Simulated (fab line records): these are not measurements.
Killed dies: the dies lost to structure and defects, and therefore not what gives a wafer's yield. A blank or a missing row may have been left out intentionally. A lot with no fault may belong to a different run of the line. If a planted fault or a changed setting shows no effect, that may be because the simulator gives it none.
fab line records	flow sky130
[record] lots = 12	wafers = 36	lastDay = 50
route steps=708 shown FIELD_ISO@3 PWDE@53 VT_ADJUST_NCORE@127 PAD_OPEN@708
lots that met no fault: from a run of the same line without faults
startH: start of the lot's first displayed wafer, in hours after the record's first day	waitH: hours since the lot's step before	" as in the row above	L1.1+2: one row covering several wafers at once	- no value present, or no start provided	* or withheld: withheld	< > ~ a bound
route shown NAME@n: a module of which the file shows steps, and the number in the route of the first	usual: average and standard deviation across the fault-free wafers	same: alike in all rows	chamber/n: place in a boat	sites: per-site readings	_std_site: their standard deviation	_edge_site: inner sites' mean taken away from outer sites' mean	radiusMm: for every site, how far away it sits from the centre of the wafer	mask NAME#n: copy n	behind: the last tool/chamber to shape the wafer	hold: what put the lot on hold/how long, in hours/how the hold closed	device: names the non-switching transistor (n, p or np)	end of line: tests of these same wafers at the route's end	a step with no rows: only its recipe	killed: dies that structure and defects cost at the first sort, which is not the same as the wafer's yield	map: dies across one wafer; x = killed, . = not, _ = none there
set.NAME: the setting as run; set.NAME@STEP: as run at that earlier step	model.NAME: the simulator's own value behind a step, which no gauge read
the route's steps for a sample of lots (tables are steps, rows are wafers)
services: from which hour (startH, from the record's first day; less than 0 if before it) a tool's chamber was out of use, for how many hours, and why
[[steps]]
[step SKY_FIELD_ISO_THK_MEAS_02]
[recipe] reads = SiO2_of_FIELD_ISO_OXIDATION_01
[usual] FIELD_ISO_OXIDATION_00_THK = 11.95/0.24
lot.wafer	tool	chamber	startH	waitH	FIELD_ISO_OXIDATION_00_THK[nm]
L963.2	filmMetro-01	-	17.59	0.0	12.04
L963.3	"	-	"	"	11.93
L963.4	"	-	"	"	12.08
L964.3	filmMetro-01	-	21.65	0.0	11.84
L964.4	"	-	"	"	11.81
L964.6	"	-	"	"	11.96
L965.2	filmMetro-02	-	28.68	0.0	12.01
L965.3	"	-	"	"	11.72
L965.6	"	-	"	"	11.85
L966.2	filmMetro-01	-	32.58	0.0	12.34
L966.3	"	-	"	"	12.41
L966.5	"	-	"	"	12.09
L968.2	filmMetro-03	-	42.40	0.0	12.52
L968.4	"	-	"	"	12.44
L968.6	"	-	"	"	12.53
L976.1	filmMetro-03	-	81.63	0.0	11.39
L976.2	"	-	"	"	11.40
L976.5	"	-	"	"	11.82
L978.1	filmMetro-01	-	92.02	0.0	11.91
L978.2	"	-	"	"	11.75
L978.4	"	-	"	"	12.01
L979.1	filmMetro-03	-	98.17	0.0	11.87
L979.3	"	-	"	"	11.76
L979.6	"	-	"	"	11.87
L980.1	filmMetro-03	-	102.25	0.0	12.28
L980.2	"	-	"	"	12.03
L980.5	"	-	"	"	12.03
L981.2	filmMetro-03	-	107.62	0.0	11.83
L981.5	"	-	"	"	11.89
L981.6	"	-	"	"	11.94
L983.3	filmMetro-03	-	116.65	0.0	11.89
L983.4	"	-	"	"	11.71
L983.6	"	-	"	"	11.85
L984.2	filmMetro-01	-	121.69	0.0	12.08
L984.4	"	-	"	"	12.28
L984.5	"	-	"	"	12.12
[step SKY_PWDE_IMPLANT_08]
[recipe] species = B	energyKev = 150	doseCm2 = 3.6e+12	tiltDeg = withheld
[usual] beamOnS = 10.01/0.19	endStationPressureTorr = 5.03e-06/2.5e-07	faradayCurrentUA = 20.3/0.37
lot.wafer	tool	chamber	startH	waitH	beamOnS	endStationPressureTorr	faradayCurrentUA
L963.2	implanter-01	0	72.74	0.0	10.02	4.98e-06	20.3
L963.3	"	0	"	"	9.93	4.49e-06	20.5
L963.4	"	0	"	"	9.76	5.13e-06	20.7
L964.3	implanter-01	0	78.06	0.1	9.89	5.39e-06	20.5
L964.4	"	0	"	"	9.91	5.1e-06	20.5
L964.6	"	0	"	"	10.11	5.21e-06	20.1
L965.2	implanter-01	0	87.64	0.0	9.97	4.9e-06	20.3
L965.3	"	0	"	"	10.18	5.17e-06	20.1
L965.6	"	0	"	"	9.88	4.84e-06	20.6
L966.2	implanter-02	0	92.21	0.0	10.05	5.17e-06	20.2
L966.3	"	0	"	"	9.95	4.81e-06	20.4
L966.5	"	0	"	"	10.13	5.17e-06	20.1
L968.2	implanter-04	0	103.72	0.0	10.10	4.78e-06	20.1
L968.4	"	0	"	"	9.98	5.53e-06	20.3
L968.6	"	0	"	"	9.74	4.75e-06	20.9
L976.1	implanter-01	0	148.30	0.0	11.95	9.294e-05	16.8
L976.2	"	0	"	"	11.85	8.537e-05	17.1
L976.5	"	0	"	"	11.47	8.464e-05	17.5
L978.1	implanter-01	0	157.58	0.0	11.69	9.123e-05	17.2
L978.2	"	0	"	"	11.62	9.323e-05	17.3
L978.4	"	0	"	"	11.91	8.775e-05	16.9
L979.1	implanter-02	0	164.45	0.0	9.99	4.68e-06	20.3
L979.3	"	0	"	"	10.20	4.83e-06	19.9
L979.6	"	0	"	"	9.95	5.3e-06	20.5
L980.1	implanter-04	0	173.80	0.0	10.29	5.33e-06	19.8
L980.2	"	0	"	"	10.09	5.05e-06	20.2
L980.5	"	0	"	"	10.17	4.79e-06	20.0
L981.2	implanter-04	0	183.01	0.0	10.25	5.11e-06	19.7
L981.5	"	0	"	"	10.41	5.01e-06	19.5
L981.6	"	0	"	"	10.04	5.14e-06	20.1
L983.3	implanter-04	0	188.76	0.1	9.73	5.46e-06	20.8
L983.4	"	0	"	"	9.94	4.99e-06	20.5
L983.6	"	0	"	"	10.00	5.27e-06	20.4
L984.2	implanter-02	0	192.86	0.0	10.04	5.36e-06	20.2
L984.4	"	0	"	"	10.08	5.06e-06	20.1
L984.5	"	0	"	"	9.77	4.57e-06	20.8
[step SKY_PWDE_TW_MEAS_10]
[usual] PWDE_TW = 372.5/1.7
lot.wafer	tool	chamber	startH	waitH	PWDE_TW
L963.2	filmMetro-04	-	72.97	0.1	370.5
L963.3	"	-	"	"	372.8
L963.4	"	-	"	"	368.2
L964.3	filmMetro-01	-	78.28	0.1	372.7
L964.4	"	-	"	"	371.5
L964.6	"	-	"	"	375.6
L965.2	filmMetro-04	-	87.87	0.1	371.1
L965.3	"	-	"	"	373.0
L965.6	"	-	"	"	371.4
L966.2	filmMetro-01	-	92.44	0.1	370.9
L966.3	"	-	"	"	372.3
L966.5	"	-	"	"	372.0
L968.2	filmMetro-03	-	103.96	0.1	373.8
L968.4	"	-	"	"	370.8
L968.6	"	-	"	"	373.6
L976.1	filmMetro-01	-	148.55	0.1	392.3
L976.2	"	-	"	"	391.8
L976.5	"	-	"	"	395.0
L978.1	filmMetro-03	-	157.83	0.1	386.8
L978.2	"	-	"	"	388.7
L978.4	"	-	"	"	386.7
L979.1	filmMetro-01	-	164.70	0.1	373.1
L979.3	"	-	"	"	372.8
L979.6	"	-	"	"	373.8
L980.1	filmMetro-04	-	174.05	0.1	373.8
L980.2	"	-	"	"	374.0
L980.5	"	-	"	"	372.7
L981.2	filmMetro-01	-	183.24	0.1	372.6
L981.5	"	-	"	"	373.3
L981.6	"	-	"	"	371.7
L983.3	filmMetro-04	-	188.98	0.1	372.5
L983.4	"	-	"	"	373.8
L983.6	"	-	"	"	375.6
L984.2	filmMetro-04	-	193.09	0.1	372.6
L984.4	"	-	"	"	372.7
L984.5	"	-	"	"	371.9
[step SKY_NWELL_RS_MEAS_31]
[recipe] thkMeasGauge = four-point-probe
[usual] PWDE_RS = 5274/21
lot.wafer	tool	chamber	startH	waitH	PWDE_RS[ohm/sq]
L963.2	filmMetro-04	-	108.05	0.1	5316
L963.3	"	-	"	"	5319
L963.4	"	-	"	"	5322
L964.3	filmMetro-01	-	116.93	0.1	5257
L964.4	"	-	"	"	5257
L964.6	"	-	"	"	5253
L965.2	filmMetro-01	-	124.20	0.1	5268
L965.3	"	-	"	"	5273
L965.6	"	-	"	"	5262
L966.2	filmMetro-04	-	128.17	0.1	5277
L966.3	"	-	"	"	5300
L966.5	"	-	"	"	5268
L968.2	filmMetro-01	-	141.17	0.1	5274
L968.4	"	-	"	"	5284
L968.6	"	-	"	"	5284
L976.1	filmMetro-03	-	190.84	0.1	4675
L976.2	"	-	"	"	4665
L976.5	"	-	"	"	4675
L978.1	filmMetro-03	-	200.63	0.1	4691
L978.2	"	-	"	"	4674
L978.4	"	-	"	"	4698
L979.1	filmMetro-01	-	208.60	0.1	5285
L979.3	"	-	"	"	5276
L979.6	"	-	"	"	5283
L980.1	filmMetro-01	-	218.38	0.1	5248
L980.2	"	-	"	"	5227
L980.5	"	-	"	"	5246
L981.2	filmMetro-03	-	227.72	0.1	5278
L981.5	"	-	"	"	5272
L981.6	"	-	"	"	5299
L983.3	filmMetro-03	-	233.89	0.1	5292
L983.4	"	-	"	"	5278
L983.6	"	-	"	"	5298
L984.2	filmMetro-04	-	239.62	0.1	5295
L984.4	"	-	"	"	5286
L984.5	"	-	"	"	5261
[step SKY_VT_ADJUST_NCORE_OVL_MEAS_08]
[usual] VT_ADJUST_NCORE_OVL = -0.8/1.4
lot.wafer	tool	chamber	startH	waitH	VT_ADJUST_NCORE_OVL[nm]
L963.2	overlay-01	-	187.89	0.1	0.5
L963.3	"	-	"	"	0.0
L963.4	"	-	"	"	-1.6
L964.3	overlay-01	-	197.99	0.1	2.1
L964.4	"	-	"	"	1.2
L964.6	"	-	"	"	-1.0
L965.2	overlay-02	-	205.60	0.1	0.4
L965.3	"	-	"	"	-1.5
L965.6	"	-	"	"	0.6
L966.2	overlay-02	-	210.82	0.1	-2.8
L966.3	"	-	"	"	-2.0
L966.5	"	-	"	"	-0.7
L968.2	overlay-01	-	224.74	0.1	-1.1
L968.4	"	-	"	"	-1.1
L968.6	"	-	"	"	-2.9
L976.1	overlay-02	-	283.43	0.1	-1.5
L976.2	"	-	"	"	-1.9
L976.5	"	-	"	"	-0.5
L978.1	overlay-02	-	295.32	0.1	0.4
L978.2	"	-	"	"	-0.1
L978.4	"	-	"	"	-0.9
L979.1	overlay-02	-	302.43	0.1	-2.2
L979.3	"	-	"	"	-2.1
L979.6	"	-	"	"	-1.9
L980.1	overlay-02	-	316.12	0.1	-2.1
L980.2	"	-	"	"	-4.4
L980.5	"	-	"	"	-2.6
L981.2	overlay-02	-	324.45	0.1	-2.5
L981.5	"	-	"	"	-3.2
L981.6	"	-	"	"	-1.1
L983.3	overlay-02	-	331.56	0.1	-0.8
L983.4	"	-	"	"	-1.1
L983.6	"	-	"	"	-1.6
L984.2	overlay-01	-	339.35	0.1	1.2
L984.4	"	-	"	"	1.5
L984.5	"	-	"	"	2.0
[step SKY_VT_ADJUST_NCORE_TW_MEAS_11]
[usual] VT_ADJUST_NCORE_TW = 218.8/0.98
lot.wafer	tool	chamber	startH	waitH	VT_ADJUST_NCORE_TW
L963.2	filmMetro-01	-	188.18	0.1	217.0
L963.3	"	-	"	"	218.5
L963.4	"	-	"	"	218.4
L964.3	filmMetro-01	-	198.29	0.1	218.0
L964.4	"	-	"	"	218.7
L964.6	"	-	"	"	218.4
L965.2	filmMetro-02	-	205.89	0.1	218.3
L965.3	"	-	"	"	217.5
L965.6	"	-	"	"	218.1
L966.2	filmMetro-02	-	211.11	0.1	218.8
L966.3	"	-	"	"	217.1
L966.5	"	-	"	"	219.1
L968.2	filmMetro-02	-	225.03	0.1	219.0
L968.4	"	-	"	"	220.3
L968.6	"	-	"	"	219.8
L976.1	filmMetro-03	-	283.72	0.1	217.6
L976.2	"	-	"	"	218.9
L976.5	"	-	"	"	218.5
L978.1	filmMetro-01	-	295.60	0.1	218.5
L978.2	"	-	"	"	219.4
L978.4	"	-	"	"	218.2
L979.1	filmMetro-03	-	302.72	0.1	219.4
L979.3	"	-	"	"	220.0
L979.6	"	-	"	"	220.3
L980.1	filmMetro-02	-	316.40	0.1	218.3
L980.2	"	-	"	"	218.5
L980.5	"	-	"	"	218.4
L981.2	filmMetro-03	-	324.74	0.1	217.5
L981.5	"	-	"	"	218.2
L981.6	"	-	"	"	217.9
L983.3	filmMetro-03	-	331.85	0.1	217.8
L983.4	"	-	"	"	218.7
L983.6	"	-	"	"	216.8
L984.2	filmMetro-02	-	339.64	0.1	217.6
L984.4	"	-	"	"	219.1
L984.5	"	-	"	"	217.5
[step SKY_PAD_OPEN_PROBE_99]
[usual] killed_at_M0_to_M3 = 44/6	killed_at_M4_up = 2.9/1.5	killedAtContacts = 24/4.9	killedAtFrontEnd = 16/4.3	killedAtOther = 0.3/0.54	killedDies = 87/8.7	killedOpen = 48/6.7	killedShort = 39/5.9
[same] grossDies = 492	killedAtBackSide = 0
lot.wafer	tool	chamber	startH	waitH	killed_at_M0_to_M3	killed_at_M4_up	killedAtContacts	killedAtFrontEnd	killedAtOther	killedDies	killedOpen	killedShort
L965.2	prober-02	-	1101.98	0.1	43	4	32	14	0	93	53	40
L965.3	prober-02	-	1102.03	0.2	47	4	24	14	1	90	43	47
L965.6	prober-02	-	1102.18	0.2	36	2	26	17	0	81	46	35
// killed by level:class
L965.2 CONTACT:geometricParticle:open=11 VIA2:geometricParticle:open=10 LI_CONTACT:geometricParticle:open=9 VIA1:geometricParticle:open=8 LOCAL_INTERCONNECT:geometricParticle:short=7 VIA3:geometricParticle:open=6 FIELD_ISO:geometricParticle:short=5 METAL3:geometricParticle:short=5
L965.3 CONTACT:geometricParticle:short=10 VIA3:geometricParticle:open=10 POLY_GATE:geometricParticle:open=7 VIA2:geometricParticle:open=7 LOCAL_INTERCONNECT:geometricParticle:short=6 VIA2:geometricParticle:short=5 METAL2:geometricParticle:short=5 CONTACT:geometricParticle:open=4
L965.6 CONTACT:geometricParticle:open=9 VIA1:geometricParticle:open=9 FIELD_ISO:geometricParticle:short=6 METAL2:geometricParticle:short=6 VIA3:geometricParticle:open=6 CONTACT:geometricParticle:short=5 LI_CONTACT:geometricParticle:open=5 POLY_GATE:geometricParticle:open=5
[[services]]
tool	chamber	startH	hours	kind
implanter-01	-	53.73	2.4	repair
implanter-02	-	109.46	4.2	repair
implanter-04	-	115.29	1.3	repair
implanter-02	-	127.31	3.2	pm
implanter-01	-	132.01	3.6	pm
implanter-01	-	137.33	1.5	repair
implanter-02	-	148.26	2.1	repair
[[key]]
[firstSign] step = SKY_PWDE_IMPLANT_08	reading = endStationPressureTorr	direction = up	sigmas = 99+	usual = 5.03e-06	struck = 8.919e-05
[effect] step = SKY_PWDE_IMPLANT_08	reading = beamOnS	direction = up	sigmas = 9.2	usual = 10.01	struck = 11.75
[effect] step = SKY_PWDE_TW_MEAS_10	reading = PWDE_TW	direction = up	sigmas = 10	usual = 372.5	struck = 390.2
[effect] step = SKY_NWELL_RS_MEAS_31	reading = PWDE_RS	direction = down	sigmas = 28	usual = 5274	struck = 4679
metAt SKY_PWDE_IMPLANT_08
struckLots L976,L978
testerLeftOut L976,L978
notActingAt SKY_FIELD_ISO_THK_MEAS_02,SKY_VT_ADJUST_NCORE_OVL_MEAS_08,SKY_VT_ADJUST_NCORE_TW_MEAS_11
onsetBetween 87.64 148.30
[fault] kind = processParameterDrift	tool = implanter-01	chamber = -	onsetH = 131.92	steps = SKY_PWDE_IMPLANT_08	channel = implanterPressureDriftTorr	offset = 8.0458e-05	shape = step	endH = 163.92
[fault] kind = processParameterDrift	tool = implanter-01	chamber = -	onsetH = 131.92	steps = SKY_PWDE_IMPLANT_08	channel = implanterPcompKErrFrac	offset = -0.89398	shape = step	endH = 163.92
// testerLeftOut: of these lots the tester's yield and bins aren't shown, on N5 and GAA mostly nor the transistor test; their killed dies are dies lost to structure and defects alone, not to doping, threshold or leakage, so they don't give the yield
